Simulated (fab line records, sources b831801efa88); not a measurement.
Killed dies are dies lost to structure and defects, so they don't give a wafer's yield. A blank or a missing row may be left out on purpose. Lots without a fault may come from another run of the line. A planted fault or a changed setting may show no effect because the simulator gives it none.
fab line records | flow sky130
record lots=14 wafers=42 last_day=50
route steps=708 shown SONOS_TUNNEL@165 VIA4@656 METAL5@663 PAD_OPEN@708
lots that met no fault: from a run of the same line without faults
start_h: hours from the record's first day to the start of the lot's first wafer shown | wait_h: hours since the lot's step before | " the same as in the row above | L1.1+2: a row that stands for several wafers | - no value, or no start given | * or withheld: withheld | < > ~ a bound
route shown NAME@n: a module of which the file shows steps, and the number in the route of the first | usual: mean/standard deviation of fault-free wafers | same: alike in all rows | chamber/n: place in a boat | sites: the reading at each site | _std_site: their standard deviation | _edge_site: outer sites' mean less inner sites' | radius_mm: how far each site lies from the wafer's centre | mask NAME#n: copy n | behind: the tool/chamber that last shaped the wafer | hold: why the lot was held/for how many hours/how that ended | device: the transistor (n, p or np) that didn't switch | end of line: the same wafers' tests at the end of the route | a step without rows: its recipe alone | killed: dies lost to structure and defects at the first sort, not the wafer's yield | map: a wafer's dies, x killed, . not, _ none there
set.NAME: the setting as run; set.NAME@STEP: as run at that earlier step | model.NAME: the simulator's own value behind a step, which no gauge read
steps of the route over a sample of lots; a table a step, a row a wafer
services: from which hour (start_h, from the record's first day; less than 0 if before it) a tool's chamber was out of use, for how many hours, and why
## steps
# step SKY_SONOS_TUNNEL_STRIP_11
# recipe chemistry=SPM time_s=600 temp_c=130
# columns lot.wafer tool chamber start_h wait_h
L657.2+3+4 wet_bench-01 0 248.25 0.0
L659.2+3+5 wet_bench-01 0 273.41 0.0
L660.1+4+5 wet_bench-04 3 278.62 0.0
L661.1+4+6 wet_bench-01 0 281.96 0.0
L662.1+3+5 wet_bench-01 2 291.06 0.0
L665.2+5+6 wet_bench-01 2 316.54 0.0
L670.1+2+4 wet_bench-02 0 353.78 0.0
L672.4+5+6 wet_bench-04 3 383.27 0.0
L673.1+2+5 wet_bench-01 3 388.33 0.0
L676.1+2+6 wet_bench-01 2 401.51 0.0
L678.2+4+5 wet_bench-04 3 408.33 0.0
L677.1+5+6 wet_bench-01 2 412.42 0.0
L679.3+4+6 wet_bench-01 1 419.06 0.0
L680.2+4+5 wet_bench-04 1 431.45 0.0
# step SKY_VIA4_SPUTTER_17
# recipe material=TiN target_thk_nm=20 chamber_pressure_pa=5 power_w=4000 time_s=80
# usual throttle_valve_pct=30.2/1
# columns lot.wafer tool chamber start_h wait_h throttle_valve_pct
L657.2 pvd_sputter-01 - 1000.68 0.0 30.3
L657.3 " - " " 30.4
L657.4 " - " " 30.1
L659.2 pvd_sputter-01 - 1025.94 0.0 30.3
L659.3 " - " " 31.6
L659.5 " - " " 31.4
L660.1 pvd_sputter-01 - 1030.04 0.0 29.9
L660.4 " - " " 30.4
L660.5 " - " " 30.2
L661.1 pvd_sputter-03 - 1034.64 0.0 30.4
L661.4 " - " " 32.3
L661.6 " - " " 32.4
L662.1 pvd_sputter-01 - 1042.28 0.0 31.6
L662.3 " - " " 30.5
L662.5 " - " " 30.2
L665.2 pvd_sputter-02 - 1065.89 0.0 28.4
L665.5 " - " " 30.0
L665.6 " - " " 30.8
L670.1 pvd_sputter-02 - 1090.51 0.0 28.3
L670.2 " - " " 29.7
L670.4 " - " " 30.8
L672.4 pvd_sputter-02 - 1112.52 0.0 29.6
L672.5 " - " " 29.8
L672.6 " - " " 28.1
L673.1 pvd_sputter-01 - 1117.50 0.0 30.1
L673.2 " - " " 30.4
L673.5 " - " " 30.0
L676.1 pvd_sputter-01 - 1128.13 0.0 31.2
L676.2 " - " " 30.4
L676.6 " - " " 29.9
L678.2 pvd_sputter-01 - 1129.80 0.0 30.1
L678.4 " - " " 31.6
L678.5 " - " " 30.1
L677.1 pvd_sputter-02 - 1130.51 0.0 29.7
L677.5 " - " " 27.9
L677.6 " - " " 29.9
L679.3 pvd_sputter-02 - 1131.51 0.0 29.7
L679.4 " - " " 29.9
L679.6 " - " " 29.4
L680.2 pvd_sputter-03 - 1146.53 0.0 30.4
L680.4 " - " " 29.2
L680.5 " - " " 32.3
# step SKY_VIA4_RS_MEAS_19
# recipe thk_meas_gauge=four-point-probe reads=W_of_VIA4_CVD_18+TiN_of_VIA4_SPUTTER_17
# usual VIA4_W_RS=0.227/0.0037
# columns lot.wafer tool chamber start_h wait_h VIA4_W_RS[ohm/sq]
L657.2 film_metro-02 - 1000.91 0.1 0.228
L657.3 " - " " 0.221
L657.4 " - " " 0.226
L659.2 film_metro-04 - 1026.17 0.1 0.231
L659.3 " - " " 0.232
L659.5 " - " " 0.232
L660.1 film_metro-04 - 1030.25 0.1 0.228
L660.4 " - " " 0.231
L660.5 " - " " 0.225
L661.1 film_metro-04 - 1034.85 0.1 0.227
L661.4 " - " " 0.226
L661.6 " - " " 0.228
L662.1 film_metro-03 - 1042.49 0.1 0.219
L662.3 " - " " 0.232
L662.5 " - " " 0.222
L665.2 film_metro-03 - 1066.13 0.1 0.231
L665.5 " - " " 0.231
L665.6 " - " " 0.221
L670.1 film_metro-03 - 1090.73 0.1 0.233
L670.2 " - " " 0.226
L670.4 " - " " 0.231
L672.4 film_metro-02 - 1112.79 0.1 0.227
L672.5 " - " " 0.229
L672.6 " - " " 0.230
L673.1 film_metro-03 - 1117.71 0.1 0.230
L673.2 " - " " 0.234
L673.5 " - " " 0.229
L676.1 film_metro-04 - 1128.35 0.1 0.229
L676.2 " - " " 0.229
L676.6 " - " " 0.228
L678.2 film_metro-04 - 1130.04 0.1 0.230
L678.4 " - " " 0.223
L678.5 " - " " 0.234
L677.1 film_metro-03 - 1130.73 0.1 0.231
L677.5 " - " " 0.226
L677.6 " - " " 0.228
L679.3 film_metro-02 - 1131.76 0.1 0.226
L679.4 " - " " 0.229
L679.6 " - " " 0.229
L680.2 film_metro-03 - 1146.77 0.1 0.226
L680.4 " - " " 0.228
L680.5 " - " " 0.230
# step SKY_METAL5_SPUTTER_02
# recipe material=AlCu target_thk_nm=1150 power_w=10600 time_s=61.2 chamber_pressure_pa=0.4
# usual throttle_valve_pct=30.0/1.4
# columns lot.wafer tool chamber start_h wait_h throttle_valve_pct
L657.2 pvd_sputter-03 - 1001.42 0.0 30.3
L657.3 " - " " 29.2
L657.4 " - " " 30.6
L659.2 pvd_sputter-02 - 1026.68 0.0 31.2
L659.3 " - " " 28.2
L659.5 " - " " 29.8
L660.1 pvd_sputter-02 - 1030.78 0.0 29.7
L660.4 " - " " 29.6
L660.5 " - " " 28.3
L661.1 pvd_sputter-04 - 1035.40 0.0 28.3
L661.4 " - " " 28.0
L661.6 " - " " 28.1
L662.1 pvd_sputter-04 - 1043.02 0.0 28.2
L662.3 " - " " 31.5
L662.5 " - " " 31.7
L665.2 pvd_sputter-04 - 1066.63 0.0 31.9
L665.5 " - " " 31.7
L665.6 " - " " 28.4
L670.1 pvd_sputter-03 - 1091.43 0.0 30.4
L670.2 " - " " 30.2
L670.4 " - " " 29.5
L672.4 pvd_sputter-03 - 1113.26 0.0 32.3
L672.5 " - " " 29.1
L672.6 " - " " 30.2
L673.1 pvd_sputter-03 - 1118.24 0.0 30.4
L673.2 " - " " 32.6
L673.5 " - " " 30.2
L676.1 pvd_sputter-04 - 1128.87 0.0 27.8
L676.2 " - " " 31.7
L676.6 " - " " 28.0
L678.2 pvd_sputter-03 - 1130.54 0.0 30.6
L678.4 " - " " 30.2
L678.5 " - " " 29.6
L677.1 pvd_sputter-04 - 1131.26 0.0 31.9
L677.5 " - " " 31.6
L677.6 " - " " 28.1
L679.3 pvd_sputter-02 - 1132.25 0.0 29.6
L679.4 " - " " 29.8
L679.6 " - " " 29.7
L680.2 pvd_sputter-03 - 1147.27 0.0 30.1
L680.4 " - " " 32.0
L680.5 " - " " 29.5
# step SKY_PAD_OPEN_PROBE_99
# usual killed_at_M0_to_M3=42/7.5 killed_at_M4_up=3.2/1.7 killed_at_contacts=24/5.1 killed_at_front_end=15/4.1 killed_at_other=0.3/0.58 killed_dies=85/8.9 killed_open=46/6.4 killed_short=39/6
# same gross_dies=492 killed_at_back_side=0
# columns lot.wafer tool chamber start_h wait_h killed_at_M0_to_M3 killed_at_M4_up killed_at_contacts killed_at_front_end killed_at_other killed_dies killed_open killed_short
L662.1 prober-02 - 1110.24 0.1 27 1 20 41 0 89 37 34
L662.3 prober-02 - 1110.34 0.2 48 6 21 29 0 104 46 44
L662.5 prober-02 - 1110.44 0.2 32 3 22 36 0 93 37 38
L665.2 prober-01 - 1130.81 0.1 36 1 28 33 1 99 47 34
L665.5 prober-01 - 1130.96 0.2 33 3 19 30 0 85 39 25
L665.6 prober-01 - 1131.01 0.2 50 2 22 34 0 108 44 46
# killed by level:class
L662.1 SONOS_TUNNEL:unspecified=18 FIELD_ISO:geometric_particle:open=9 LI_CONTACT:geometric_particle:open=8 POLY_GATE:geometric_particle:short=6 METAL1:geometric_particle:short=5 CONTACT:geometric_particle:open=5 FIELD_ISO:geometric_particle:short=4 VIA1:geometric_particle:open=4
L662.3 SONOS_TUNNEL:unspecified=14 METAL1:geometric_particle:short=9 CONTACT:geometric_particle:open=8 VIA3:geometric_particle:open=7 VIA2:geometric_particle:open=7 LI_CONTACT:geometric_particle:open=5 VIA1:geometric_particle:open=5 VIA3:geometric_particle:short=5
L662.5 SONOS_TUNNEL:unspecified=18 CONTACT:geometric_particle:open=9 VIA1:geometric_particle:open=8 METAL2:geometric_particle:short=7 FIELD_ISO:geometric_particle:short=6 CONTACT:geometric_particle:short=6 POLY_GATE:geometric_particle:open=4 LI_CONTACT:geometric_particle:open=4
L665.2 SONOS_TUNNEL:unspecified=18 CONTACT:geometric_particle:open=9 VIA2:geometric_particle:open=7 LI_CONTACT:geometric_particle:open=6 LOCAL_INTERCONNECT:geometric_particle:short=6 VIA1:geometric_particle:open=6 METAL2:geometric_particle:short=5 FIELD_ISO:geometric_particle:open=4
L665.5 SONOS_TUNNEL:unspecified=20 VIA1:geometric_particle:open=13 CONTACT:geometric_particle:open=7 LI_CONTACT:geometric_particle:open=5 VIA1:geometric_particle:short=4 VIA3:geometric_particle:open=4 POLY_GATE:geometric_particle:open=3 POLY_GATE:geometric_particle:short=3
L665.6 SONOS_TUNNEL:unspecified=18 VIA1:geometric_particle:open=14 CONTACT:geometric_particle:short=7 FIELD_ISO:geometric_particle:short=6 METAL1:geometric_particle:short=6 LOCAL_INTERCONNECT:geometric_particle:short=5 METAL2:geometric_particle:short=5 VIA3:geometric_particle:open=5
## services
# columns tool chamber start_h hours kind
pvd_sputter-01 - 258.35 2.1 repair
pvd_sputter-01 - 295.09 13.5 repair
pvd_sputter-03 - 346.81 8.0 repair
pvd_sputter-03 - 364.11 3.0 repair
pvd_sputter-02 - 388.78 11.3 repair
pvd_sputter-01 - 473.52 3.0 repair
pvd_sputter-01 - 480.27 2.5 repair
pvd_sputter-03 - 505.70 0.6 repair
pvd_sputter-03 - 570.64 3.8 repair
pvd_sputter-03 - 576.98 4.4 repair
wet_bench-01 - 636.80 32.6 repair
pvd_sputter-02 - 665.55 1.0 repair
pvd_sputter-01 - 693.97 3.0 repair
pvd_sputter-01 - 697.64 1.2 repair
pvd_sputter-02 - 725.01 1.1 repair
pvd_sputter-03 - 733.10 0.9 repair
wet_bench-01 - 746.79 1.9 pm
pvd_sputter-03 - 878.37 5.4 repair
pvd_sputter-01 - 879.90 1.4 repair
pvd_sputter-03 - 949.14 14.9 repair
pvd_sputter-01 - 984.22 1.3 repair
pvd_sputter-02 - 1057.94 1.1 repair
pvd_sputter-01 - 1061.32 7.6 repair
pvd_sputter-02 - 1141.96 12.5 repair
## key
first_sign step=SKY_PAD_OPEN_PROBE_99 reading=killed_at_front_end direction=up sigmas=4.5 usual=15 struck=34
effect none on later readings
met_at SKY_SONOS_TUNNEL_STRIP_11
struck_lots L662,L665
tester_left_out L662,L665
not_acting_at SKY_VIA4_SPUTTER_17,SKY_VIA4_RS_MEAS_19,SKY_METAL5_SPUTTER_02
onset_between 281.96 291.06
fault kind=chamber_particle_source tool=wet_bench-01 chamber=- onset_h=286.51 steps=SKY_SONOS_TUNNEL_STRIP_11 rate_per_visit_cm2=0.43872 end_h=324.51
# tester_left_out: of these lots the tester's yield and bins aren't shown, on N5 and GAA mostly nor the transistor test; their killed dies are dies lost to structure and defects alone, not to doping, threshold or leakage, so they don't give the yield
